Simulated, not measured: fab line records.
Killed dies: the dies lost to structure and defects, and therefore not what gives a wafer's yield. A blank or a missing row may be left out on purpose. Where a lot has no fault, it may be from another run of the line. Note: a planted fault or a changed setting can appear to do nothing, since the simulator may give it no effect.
Chamber matching	flow sky130	4 sister chambers for SKY_VIA2_CMP_24 on cmp-02
The step polishes, stops on SiO2, t overpolish 20 s, target thk 0 nm. 18 wafers are shown with their chamber, then 9 later ones without.

WAFERS WITH THEIR CHAMBER
wafer	chamber	motor current A (A)	time to endpoint s (s)	platen rpm (rpm)
L074.2	1	11.1	102	60.01
L074.3	0	11.8	105	60.04
L074.4	2	9.8	100	60.00
L075.3	3	11.1	108	59.99
L075.5	2	10.1	101	59.98
L075.6	1	10.2	102	59.95
L078.3	3	11.2	102	60.00
L078.4	2	10.6	99	60.04
L078.5	0	11.9	105	60.07
L081.1	0	12.3	103	59.98
L081.3	3	11.0	101	60.02
L081.6	3	10.5	103	59.97
L082.3	0	12.1	101	60.01
L082.4	2	10.0	99	59.94
L082.6	3	10.9	106	60.06
L088.2	3	10.6	102	59.97
L088.3	0	11.8	104	60.02
L088.5	2	10.7	97	60.00

SIGNATURES, as means of the wafers listed above
reading	chamber 0	chamber 1	chamber 2	chamber 3	scatter within a chamber
motor current A	11.980	10.650	10.240	10.883	0.337
time to endpoint s	103.60	102.00	99.20	103.67	2.02
platen rpm	60.0240	59.9800	59.9920	60.0017	0.0353
Rule: distance of a wafer from a chamber = root of the sum over the readings of ((wafer's reading minus chamber's mean) / reading's scatter) squared. If the next closest chamber is less than 2 further off than the closest, the wafer can't be placed; otherwise it belongs to the closest. The scatter: the root of (the sum of the squares of (reading less its chamber's mean) over the shown wafers, divided by (wafers less chambers)).

WAFERS WITH NO CHAMBER GIVEN
wafer	motor current A (A)	time to endpoint s (s)	platen rpm (rpm)
L092.3	10.9	108	60.03
L092.5	12.1	106	59.86
L092.6	11.4	105	59.94
L093.2	12.2	104	59.98
L093.4	10.3	106	60.00
L093.5	10.2	104	60.02
L096.1	10.6	105	60.05
L096.3	10.5	105	60.03
L096.5	12.4	106	60.02

WHICH CHAMBER EACH WENT THROUGH
wafer	from the rows above	in truth
L092.3	can't be placed: 3 or 1 or 0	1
L092.5	can't be placed: 0 or 3 or 1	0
L092.6	can't be placed: 3 or 1 or 0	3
L093.2	0	0
L093.4	can't be placed: 3 or 1 or 2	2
L093.5	can't be placed: 1 or 3 or 2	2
L096.1	can't be placed: 3 or 1 or 2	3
L096.3	can't be placed: 3 or 1 or 2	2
L096.5	0	0
Placed correctly: 2 of 9. These rows do not allow placing 7 (true chamber among the candidates in 7). Placed wrongly: 0.
